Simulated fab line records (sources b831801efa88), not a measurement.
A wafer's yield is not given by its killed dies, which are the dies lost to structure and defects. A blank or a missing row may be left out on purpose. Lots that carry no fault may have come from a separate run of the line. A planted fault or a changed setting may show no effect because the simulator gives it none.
The tool behind it: which one? | flow sky130 | Sampling: 12 lots, 36 wafers, 5 of 708 route steps

## WHAT THE GAUGES SHOWED, per wafer
SKY_METAL3_CD_MEAS_13: target cd 300 nm.
lot  | measured     | on        | cd nm (nm)
L710 | day 38 17:36 | cd sem-01 | 298.5 298.6 299.5
L715 | day 40 14:45 | cd sem-02 | 299.9 297.8 300.2
L714 | day 40 19:20 | cd sem-01 | 298.3 300.2 298.0
L713 | day 40 19:59 | cd sem-01 | 301.1 299.5 300.1
L722 | day 42 11:57 | cd sem-02 | 298.9 300.2 300.0
L725 | day 43 04:46 | cd sem-01 | 299.0 298.3 298.1
L726 | day 43 10:32 | cd sem-01 | 299.0 299.1 299.0
L727 | day 43 17:59 | cd sem-02 | 298.6 298.7 299.0
L729 | day 44 07:06 | cd sem-01 | 300.6 300.5 301.1
L728 | day 44 07:50 | cd sem-02 | 298.9 299.2 300.9
L730 | day 44 23:00 | cd sem-02 | 300.6 299.4 299.4
L731 | day 45 00:29 | cd sem-02 | 302.0 301.2 300.8

SKY_CAP2M_RS_MEAS_03: measurement is done with a four-point probe.
lot  | measured     | on            | CAP2M_TIN_RS (ohm/sq)
L710 | day 39 21:24 | film metro-01 | 6.92 7.05 6.95
L715 | day 41 18:04 | film metro-01 | 6.89 6.85
L713 | day 41 23:33 | film metro-01 | 6.94
L722 | day 43 14:40 | film metro-02 | 6.89 6.97 7.01
L725 | day 44 06:31 | film metro-02 | 6.89 6.78 6.83
L726 | day 44 13:02 | film metro-02 | 6.85 6.89 6.89
L727 | day 44 19:37 | film metro-01 | 6.78 6.77 6.75
L729 | day 45 08:20 | film metro-01 | 6.96 6.85 6.92
L728 | day 45 09:01 | film metro-01 | 6.85 6.92 7.02
L730 | day 45 23:59 | film metro-04 | 6.84 6.96 6.81
L731 | day 46 01:21 | film metro-01 | 7.05 6.97 7.01

## TOOL THAT RAN EACH LOT (tool first, then ch and the chambers of the sampled wafers, then the start)
lot  | SKY_VIA3_ETCH_15                   | SKY_VIA3_STRIP_16                    | SKY_METAL4_SPUTTER_03
L710 | rie diel-03 ch 0,2,3, day 39 19:42 | plasma asher-01 ch 0,1, day 39 19:46 | pvd sputter-02, day 39 21:07
L715 | rie diel-03 ch 0,1,3, day 41 16:03 | plasma asher-04 ch 0,1, day 41 16:07 | pvd sputter-01, day 41 17:44
L714 | rie diel-03 ch 0,3, day 41 20:26   | plasma asher-02 ch 0,1, day 41 20:32 | -
L713 | rie diel-03 ch 1,2,3, day 41 21:49 | plasma asher-02 ch 0,1, day 41 21:52 | pvd sputter-02, day 41 23:13
L722 | rie diel-04 ch 1,3, day 43 13:00   | plasma asher-01 ch 0, day 43 13:04   | pvd sputter-01, day 43 14:24
L725 | rie diel-01 ch 1,2,3, day 44 04:49 | plasma asher-04 ch 0, day 44 04:52   | pvd sputter-01, day 44 06:14
L726 | rie diel-03 ch 0,1, day 44 11:19   | plasma asher-02 ch 0,1, day 44 11:22 | pvd sputter-01, day 44 12:47
L727 | rie diel-04 ch 0,1,3, day 44 17:53 | plasma asher-02 ch 0,1, day 44 17:59 | pvd sputter-02, day 44 19:17
L729 | rie diel-04 ch 0,1, day 45 06:34   | plasma asher-04 ch 0,1, day 45 06:37 | pvd sputter-02, day 45 08:04
L728 | rie diel-03 ch 0,1,2, day 45 07:18 | plasma asher-04 ch 0,1, day 45 07:23 | pvd sputter-02, day 45 08:43
L730 | rie diel-04 ch 1,2,3, day 45 22:13 | plasma asher-01 ch 0,1, day 45 22:16 | pvd sputter-02, day 45 23:43
L731 | rie diel-03 ch 0,1,2, day 45 23:41 | plasma asher-01 ch 0,1, day 45 23:45 | pvd sputter-01, day 46 01:05
- SKY_VIA3_ETCH_15: etches SiO2 in C4F8/O2/Ar, stops on TiN, target depth 507 nm, time 78 s.
- SKY_VIA3_STRIP_16: strips in O2/N2.
- SKY_METAL4_SPUTTER_03: material Ti, target thk 5 nm, time 3.3 s.

## WHAT THE TOOLS THEMSELVES READ (means of the sampled wafers that have a number; where no wafer has one, the mark that the record gives instead)
SKY_VIA3_ETCH_15.
lot  | tool        | chamber pressure mTorr (mTorr) | oes product au (a.u.)
L710 | rie diel-03 | 40.04                          | 0.945
L715 | rie diel-03 | 40.01                          | 0.905
L714 | rie diel-03 | 40.02                          | 0.893
L713 | rie diel-03 | 40.02                          | 0.902
L722 | rie diel-04 | 40.03                          | 0.942
L725 | rie diel-01 | 40.04                          | 0.942
L726 | rie diel-03 | 40.03                          | 0.946
L727 | rie diel-04 | 40.03                          | 0.950
L729 | rie diel-04 | 39.98                          | 0.949
L728 | rie diel-03 | 39.99                          | 0.944
L730 | rie diel-04 | 40.02                          | 0.944
L731 | rie diel-03 | 39.99                          | 0.947

SKY_VIA3_STRIP_16.
lot  | tool            | chamber pressure mTorr (mTorr) | drypump motor current A (A) | oes product au (a.u.) | strip time to endpoint s (s)
L710 | plasma asher-01 | 1500.3                         | 6.2                         | 0.403                 | 4.177
L715 | plasma asher-04 | 1500.7                         | 5.5                         | 0.409                 | 4.315
L714 | plasma asher-02 | 1499.7                         | 5.2                         | 0.410                 | 4.309
L713 | plasma asher-02 | 1498.9                         | 5.2                         | 0.411                 | 4.292
L722 | plasma asher-01 | 1500.4                         | 6.2                         | 0.400                 | 4.152
L725 | plasma asher-04 | 1500.3                         | 5.4                         | 0.401                 | 4.141
L726 | plasma asher-02 | 1499.3                         | 5.1                         | 0.400                 | 4.156
L727 | plasma asher-02 | 1500.0                         | 5.2                         | 0.397                 | 4.118
L729 | plasma asher-04 | 1501.7                         | 5.5                         | 0.402                 | 4.101
L728 | plasma asher-04 | 1500.6                         | 5.5                         | 0.405                 | 4.141
L730 | plasma asher-01 | 1500.7                         | 6.3                         | 0.405                 | 4.127
L731 | plasma asher-01 | 1500.7                         | 6.2                         | 0.402                 | 4.130

SKY_METAL4_SPUTTER_03.
lot  | tool           | chamber pressure pa (Pa) | throttle valve pct (%)
L710 | pvd sputter-02 | 0.3994                   | 29.7
L715 | pvd sputter-01 | 0.3991                   | 29.1
L713 | pvd sputter-02 | 0.4001                   | 30.5
L722 | pvd sputter-01 | 0.3999                   | 29.4
L725 | pvd sputter-01 | 0.4001                   | 30.0
L726 | pvd sputter-01 | 0.4001                   | 29.9
L727 | pvd sputter-02 | 0.4003                   | 29.9
L729 | pvd sputter-02 | 0.4008                   | 30.0
L728 | pvd sputter-02 | 0.4003                   | 29.7
L730 | pvd sputter-02 | 0.3995                   | 30.1
L731 | pvd sputter-01 | 0.4002                   | 29.2

## THE ANSWER, worked out from the rows above alone
Rule: the usual values come from the lots themselves. The widest of any qualifying gaps counts: lots, ordered by their means at a reading, are off when they make up no more than a third of the lots, leave a main group of 4 or more, and stand apart from it by 3 or more times the standard deviation of that group's means. A main group is skipped when, at the precision printed for the reading in the tables above, its means are all equal. Also off: a lot with no number at a reading for which 4 or more lots have one. Where the step has rows for the other lots, those lots are counted as sound. After the gauges, taken in route order, come the tools' own readings; for these a lot's mean is taken, as printed above. The first step at which some lot is off is used, and at that step the reading that is off furthest; a lot without a number counts as furthest.
Off, at SKY_VIA3_ETCH_15 on oes product au: L715, L714, L713. The main group has a mean of 0.945 a.u. with a standard deviation of 0.0027.
If a tool, at that step or one of the process steps before it, ran each lot that is off and ran no sound lot following the first of them, it fits. Of those tried, none fits.

## WHAT THE SIMULATOR HAD PUT IN
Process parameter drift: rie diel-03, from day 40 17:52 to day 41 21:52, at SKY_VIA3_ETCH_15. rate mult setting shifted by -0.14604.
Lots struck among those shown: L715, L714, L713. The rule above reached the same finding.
